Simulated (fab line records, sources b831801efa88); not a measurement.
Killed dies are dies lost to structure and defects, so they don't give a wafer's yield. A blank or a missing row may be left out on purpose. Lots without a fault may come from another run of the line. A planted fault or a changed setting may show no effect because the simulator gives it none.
Split-lot experiment | flow gf180mcu | 5 lots, 23 wafers read, on a route of 602 steps

THE SPLIT
At GF_LVPWELL_IMPLANT_08, the setting energy_kev was moved away from the recipe's 170 on 7 of the 23 wafers read, by -8.6% to +6.2%. The other wafers ran this setting at the recipe's value.

The reading is taken at the split's own step.

THE READING
implant.drp_nm (the simulator's own value, which no gauge read), in nm, at GF_LVPWELL_IMPLANT_08. The file gives no usual value for it.

wafer  | tool, chamber at the split | energy_kev as run | against the recipe | implant.drp_nm, nm | against lot-mates on the recipe
L079.1 | implanter-03, 0            | 170               | recipe             | 102.4              | -
L079.4 | implanter-03, 0            | 170               | recipe             | 102.4              | -
L079.5 | implanter-03, 0            | 170               | recipe             | 102.4              | -
L079.3 | implanter-03, 0            | 180.5             | +6.2%              | 104.1              | +1.70
L079.6 | implanter-03, 0            | 180.5             | +6.2%              | 104.1              | +1.70
L081.1 | implanter-02, 0            | 155.3             | -8.6%              | 98.93              | -3.47
L081.2 | implanter-02, 0            | 155.3             | -8.6%              | 98.93              | -3.47
L081.3 | implanter-02, 0            | 155.3             | -8.6%              | 98.93              | -3.47
L081.5 | implanter-02, 0            | 170               | recipe             | 102.4              | -
L081.6 | implanter-02, 0            | 170               | recipe             | 102.4              | -
L080.1 | implanter-03, 0            | 170               | recipe             | 102.4              | -
L080.2 | implanter-03, 0            | 170               | recipe             | 102.4              | -
L080.3 | implanter-03, 0            | 170               | recipe             | 102.4              | -
L080.4 | implanter-03, 0            | 170               | recipe             | 102.4              | -
L080.5 | implanter-03, 0            | 170               | recipe             | 102.4              | -
L082.1 | implanter-02, 0            | 170               | recipe             | 102.4              | -
L082.2 | implanter-02, 0            | 170               | recipe             | 102.4              | -
L082.5 | implanter-02, 0            | 170               | recipe             | 102.4              | -
L082.3 | implanter-02, 0            | 179.7             | +5.7%              | 103.9              | +1.50
L082.4 | implanter-02, 0            | 179.7             | +5.7%              | 103.9              | +1.50
L085.3 | implanter-02, 0            | 170               | recipe             | 102.4              | -
L085.4 | implanter-02, 0            | 170               | recipe             | 102.4              | -
L085.6 | implanter-02, 0            | 170               | recipe             | 102.4              | -

THE FIT
A straight line over all 23 wafers: implant.drp_nm changes by +0.35 nm for each +1% of energy_kev; r = +0.99; the points scatter about the line by 0.22 nm.
The same after taking each lot's own level away (the mean of its wafers on the recipe; 23 wafers): +0.35 nm for each +1%; r = +0.99; scatter 0.22 nm.
On that fit, the largest move of energy_kev shifts the reading by 3 nm.
The lots' own levels span 102.400 to 102.400 nm.
So the lot-to-lot level changes the slope little: the two slopes agree.
Check: with one of the wafers moved furthest among these (-8.6%) left out of the fit, the line predicts -3.06 nm for it against its lot-mates. It came out at -3.47 nm against them.

OTHER SPLITS ON THESE WAFERS
These wafers also went through other splits before the reading. Each is held against what the fit with the lots' levels taken away leaves over:
other split on the same wafers   | wafers away from the commonest value | r with implant.drp_nm (lot level and that fit taken away)
GF_STI_CVD_03 temp_c             | 15                                   | -0.35
GF_STI_DEVELOP_11 develop_time_s | 11                                   | -0.13
GF_DNWELL_COAT_02 resist_thk_nm  | 7                                    | -0.03
GF_NWELL_IMPLANT_09 energy_kev   | 5                                    | -0.10

THE WHOLE CHAIN: every reading that the file lists as answering this split, in the file's order
step                  | what it does | reading                                                         | change (the file's fit)               | r (the file's)
GF_LVPWELL_IMPLANT_08 |              | implant.rp_nm (the simulator's own value, which no gauge read)  | +3.8 nm for each +1% of the setting   | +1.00
GF_LVPWELL_IMPLANT_08 |              | implant.drp_nm (the simulator's own value, which no gauge read) | +0.337 nm for each +1% of the setting | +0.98

THE FILE'S OWN FIT
implant.drp_nm changes by +0.337 nm for each +1% of energy_kev, r = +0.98.
